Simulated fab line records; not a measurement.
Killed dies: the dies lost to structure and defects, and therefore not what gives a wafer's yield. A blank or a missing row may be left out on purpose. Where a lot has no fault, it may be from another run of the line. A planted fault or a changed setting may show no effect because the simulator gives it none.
2 desks, one fault    flow gf180mcu    numbers are kept per desk, each desk with only its own; the story behind them comes last

== FOR THE TOOL OWNER'S DESK: rie diel-04 ==
The tool's own readings at GF_V5_ETCH_16 (etches BARC in N2/H2): means of the sampled wafers that have a number, for each lot that ran on this tool. Any lot whose mean is over 4 standard deviations away from the usual mean is out of limits and marked OUT; that distance is given in the brackets.
Columns: A = chamber pressure mTorr at GF_V5_ETCH_16, usual 30.000 mTorr; B = drypump motor current A at GF_V5_ETCH_16, usual 5.8 A; C = oes product au at GF_V5_ETCH_16, usual 0.855 a.u.; D = rf fwd power W at GF_V5_ETCH_16, usual 494.4 W; E = throttle valve pct at GF_V5_ETCH_16, usual 13.226 %
lot   first seen here  A       B    C      D                E
L181  day 27 12:23     30.002  5.7  0.854  494.6            13.227
L192  day 30 21:26     29.985  5.5  0.855  495.5            13.220
L193  day 31 04:35     29.993  6.1  0.849  494.6            13.229
L200  day 32 19:04     29.997  5.7  0.854  467.8 (-12) OUT  13.226
This desk's finding: out of limits on L200; first on L200, day 32 19:04 (rf fwd power W at GF_V5_ETCH_16). Within limits: L181, L192, L193.

== THE METROLOGY DESK ==
What the gauges read, lot by lot, whatever tool the lot ran on: means of the sampled wafers that have a number. Any lot whose mean is over 4 standard deviations away from the usual mean is out of limits and marked OUT; that distance is given in the brackets.
Columns: A = V4_BOW at GF_V4_BOW_MEAS_05, usual 134 um
lot   first seen here  A
L180  day 23 08:28     130
L181  day 23 19:29     134
L183  day 24 13:30     134
L184  day 24 23:49     147
L185  day 25 12:10     130
L186  day 25 16:14     146
L189  day 26 21:14     143
L191  day 27 00:56     126
L192  day 27 13:41     131
L193  day 27 22:40     140
L200  day 29 16:56     145
L202  day 30 08:21     123
L203  day 30 14:15     129
Finding of this desk: none of the 13 lots has anything out of limits.

== PUT TOGETHER ==
An alarm could have come from the tool owner's desk at day 32 19:04, on L200.
Metrology desk: nothing out of limits seen.
The metrology desk has L200 on record, within its limits.
GF_V5_ETCH_16 was run on rie diel-04 by each of the lots named.

== WHAT THE SIMULATOR PUT IN ==
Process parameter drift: rie diel-04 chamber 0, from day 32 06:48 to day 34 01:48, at GF_V5_ETCH_16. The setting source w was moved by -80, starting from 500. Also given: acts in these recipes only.
Struck lots among those shown: L200.
Each desk's first reading out of limits, in hours after the fault started: the tool owner's desk, 12.
